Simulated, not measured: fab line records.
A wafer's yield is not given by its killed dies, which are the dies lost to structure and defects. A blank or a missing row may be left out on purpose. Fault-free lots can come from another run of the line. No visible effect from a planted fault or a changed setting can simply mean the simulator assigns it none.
Matching of chambers :: flow gf180mcu :: GF_PASSIVATION_ETCH_11 on rie diel-01: 4 sister chambers
The step etches the open film in CF4/O2, stops on TiN, target depth 2040 nm, time 453.3 s. 18 wafers are shown with their chamber, then 9 later ones without.

## WAFERS PAIRED WITH THEIR CHAMBERS
wafer: L074.2
chamber: 0
drypump motor current A (A): 5.8
oes product au (a.u.): 0.975
throttle valve pct (%): 5.968

wafer: L074.3
chamber: 3
drypump motor current A (A): 4.8
oes product au (a.u.): 1.003
throttle valve pct (%): 5.979

wafer: L074.6
chamber: 2
drypump motor current A (A): 5.8
oes product au (a.u.): 0.997
throttle valve pct (%): 5.965

wafer: L076.2
chamber: 1
drypump motor current A (A): 6.0
oes product au (a.u.): 0.987
throttle valve pct (%): 5.958

wafer: L076.3
chamber: 0
drypump motor current A (A): 5.8
oes product au (a.u.): 0.970
throttle valve pct (%): 5.957

wafer: L076.6
chamber: 2
drypump motor current A (A): 5.8
oes product au (a.u.): 0.994
throttle valve pct (%): 5.964

wafer: L083.3
chamber: 1
drypump motor current A (A): 6.1
oes product au (a.u.): 0.989
throttle valve pct (%): 5.964

wafer: L083.4
chamber: 1
drypump motor current A (A): 6.0
oes product au (a.u.): 0.998
throttle valve pct (%): 5.972

wafer: L083.6
chamber: 2
drypump motor current A (A): 5.8
oes product au (a.u.): 0.989
throttle valve pct (%): 5.960

wafer: L085.1
chamber: 1
drypump motor current A (A): 6.1
oes product au (a.u.): 1.002
throttle valve pct (%): 5.970

wafer: L085.3
chamber: 2
drypump motor current A (A): 5.8
oes product au (a.u.): 0.993
throttle valve pct (%): 5.972

wafer: L085.6
chamber: 3
drypump motor current A (A): 4.8
oes product au (a.u.): 0.986
throttle valve pct (%): 5.967

wafer: L086.1
chamber: 3
drypump motor current A (A): 4.8
oes product au (a.u.): 0.990
throttle valve pct (%): 5.955

wafer: L086.4
chamber: 1
drypump motor current A (A): 6.0
oes product au (a.u.): 0.997
throttle valve pct (%): 5.966

wafer: L086.5
chamber: 3
drypump motor current A (A): 4.8
oes product au (a.u.): 0.996
throttle valve pct (%): 5.970

wafer: L087.2
chamber: 2
drypump motor current A (A): 5.8
oes product au (a.u.): 0.988
throttle valve pct (%): 5.986

wafer: L087.4
chamber: 0
drypump motor current A (A): 5.8
oes product au (a.u.): 0.960
throttle valve pct (%): 5.961

wafer: L087.6
chamber: 3
drypump motor current A (A): 4.8
oes product au (a.u.): 0.999
throttle valve pct (%): 5.968

SIGNATURES (averages over the wafers above)
reading: drypump motor current A
chamber 0: 5.800
chamber 1: 6.040
chamber 2: 5.800
chamber 3: 4.800
scatter within a chamber: 0.0293

reading: oes product au
chamber 0: 0.96833
chamber 1: 0.99460
chamber 2: 0.99220
chamber 3: 0.99480
scatter within a chamber: 0.00609

reading: throttle valve pct
chamber 0: 5.96200
chamber 1: 5.96600
chamber 2: 5.96940
chamber 3: 5.96780
scatter within a chamber: 0.008
Rule: a wafer's distance from a chamber is the root of the sum, over the readings, of the square of ((its reading less the chamber's mean) divided by the reading's scatter). The wafer belongs to the nearest chamber; if the next one is less than 2 further off, it can't be placed. The scatter: take each reading less its chamber's mean, square it, sum over the shown wafers, divide by the number of wafers less the number of chambers, and take the root.

## WAFERS WITH NO CHAMBER GIVEN
wafer: L088.2
drypump motor current A (A): 5.8
oes product au (a.u.): 0.997
throttle valve pct (%): 5.968

wafer: L088.4
drypump motor current A (A): 5.8
oes product au (a.u.): 0.976
throttle valve pct (%): 5.947

wafer: L088.5
drypump motor current A (A): 4.8
oes product au (a.u.): 0.996
throttle valve pct (%): 5.957

wafer: L092.1
drypump motor current A (A): 5.8
oes product au (a.u.): 0.982
throttle valve pct (%): 5.975

wafer: L092.3
drypump motor current A (A): 5.8
oes product au (a.u.): 0.984
throttle valve pct (%): 5.962

wafer: L092.5
drypump motor current A (A): 5.8
oes product au (a.u.): 0.974
throttle valve pct (%): 5.973

wafer: L096.1
drypump motor current A (A): 4.8
oes product au (a.u.): 0.992
throttle valve pct (%): 5.967

wafer: L096.3
drypump motor current A (A): 5.8
oes product au (a.u.): 0.981
throttle valve pct (%): 5.964

wafer: L096.5
drypump motor current A (A): 5.8
oes product au (a.u.): 0.991
throttle valve pct (%): 5.969

## WHICH CHAMBER EACH ONE RAN IN
wafer: L088.2
from the rows above: 2
in truth: 2

wafer: L088.4
from the rows above: can't be placed: 0 or 2
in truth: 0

wafer: L088.5
from the rows above: 3
in truth: 3

wafer: L092.1
from the rows above: can't be placed: 2 or 0
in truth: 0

wafer: L092.3
from the rows above: can't be placed: 2 or 0
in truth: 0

wafer: L092.5
from the rows above: can't be placed: 0 or 2
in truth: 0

wafer: L096.1
from the rows above: 3
in truth: 3

wafer: L096.3
from the rows above: can't be placed: 2 or 0
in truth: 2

wafer: L096.5
from the rows above: 2
in truth: 2
Correct placement for 4 of the 9. Cannot be placed on the basis of these rows: 5; the candidates contain the true chamber in 5. Number placed wrongly: 0.
